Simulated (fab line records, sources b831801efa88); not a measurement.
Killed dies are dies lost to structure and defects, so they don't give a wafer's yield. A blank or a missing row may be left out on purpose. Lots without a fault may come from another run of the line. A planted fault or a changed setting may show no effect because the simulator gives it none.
Which tool did it? | flow gf180mcu | 12 lots, 36 wafers sampled, at 4 steps of a route of 602

WHAT THE GAUGES READ, wafer by wafer
GF_V3_THK_MEAS_03.
lot  | measured     | on            | V3_CVD_02_THK (nm)
L075 | day 21 11:53 | film_metro-02 | 846 851 864
L077 | day 22 18:42 | film_metro-04 | 848 841 859
L079 | day 23 11:53 | film_metro-04 | 849 847 859
L081 | day 24 09:29 | film_metro-01 | 845 838 855
L083 | day 24 15:05 | film_metro-04 | 839 856 861
L085 | day 25 06:53 | film_metro-04 | 845 841 852
L087 | day 26 00:56 | film_metro-02 | 837 855 854
L089 | day 26 16:09 | film_metro-01 | 828 842 841
L091 | day 27 06:11 | film_metro-01 | 834 835 853
L093 | day 27 18:58 | film_metro-01 | 837 859 861
L095 | day 28 11:12 | film_metro-02 | 849 861 853
L097 | day 28 18:04 | film_metro-04 | 860 846 863

WHICH TOOL RAN EACH LOT (tool, then ch and the chambers of the sampled wafers, then the start)
lot  | GF_CONTACT_ETCH_16                 | GF_CONTACT_SPUTTER_22        | GF_M1_SPUTTER_01
L075 | rie_diel-04 ch 1,2, day 16 04:47   | pvd_sputter-02, day 16 05:16 | pvd_sputter-03, day 16 06:02
L077 | rie_diel-01 ch 0,1,2, day 17 10:35 | pvd_sputter-01, day 17 11:03 | pvd_sputter-04, day 17 11:52
L079 | rie_diel-01 ch 1,2, day 18 03:56   | pvd_sputter-02, day 18 04:24 | pvd_sputter-04, day 18 05:17
L081 | rie_diel-04 ch 0,1, day 19 02:59   | pvd_sputter-04, day 19 03:28 | pvd_sputter-01, day 19 04:22
L083 | rie_diel-03 ch 0,1, day 19 08:35   | pvd_sputter-02, day 19 09:04 | pvd_sputter-03, day 19 09:50
L085 | rie_diel-01 ch 0,1,2, day 20 03:42 | pvd_sputter-01, day 20 04:10 | pvd_sputter-04, day 20 04:57
L087 | rie_diel-04 ch 0,2,3, day 21 00:07 | pvd_sputter-02, day 21 00:35 | pvd_sputter-03, day 21 01:22
L089 | rie_diel-03 ch 0,1,2, day 21 15:24 | pvd_sputter-04, day 21 15:52 | pvd_sputter-03, day 21 16:39
L091 | rie_diel-03 ch 0,1,2, day 22 09:01 | pvd_sputter-02, day 22 09:30 | pvd_sputter-03, day 22 10:17
L093 | rie_diel-01 ch 0,2,3, day 22 22:19 | pvd_sputter-02, day 22 22:48 | pvd_sputter-04, day 22 23:35
L095 | rie_diel-01 ch 1,3, day 23 18:51   | pvd_sputter-01, day 23 19:19 | pvd_sputter-01, day 23 20:06
L097 | rie_diel-03 ch 1,2,3, day 24 01:30 | pvd_sputter-01, day 24 02:03 | pvd_sputter-01, day 24 02:50
- GF_CONTACT_ETCH_16: etches BARC in N2/H2.
- GF_CONTACT_SPUTTER_22: material Ti, target thk 15 nm, time 80.02 s.
- GF_M1_SPUTTER_01: material TiN, target thk 30 nm, time 25 s.

THE ANSWER, worked out from the rows above alone
Rule: what is usual is taken from the lots themselves. Put in order of their means at a reading, lots are off if they are a third of the lots or fewer, leave a main group of 4 or more, and stand apart from it by a gap of 3 or more times the standard deviation of the main group's means; of several such gaps the widest counts. A main group whose means are all the same, to the digits that the tables above print for the reading, isn't used. A lot without any number at a reading at which 4 lots or more have one is off too. The other lots that the step has rows for count as sound.
No lot is off at any reading shown: from this, nothing can be told.

WHAT THE SIMULATOR HAD PUT IN
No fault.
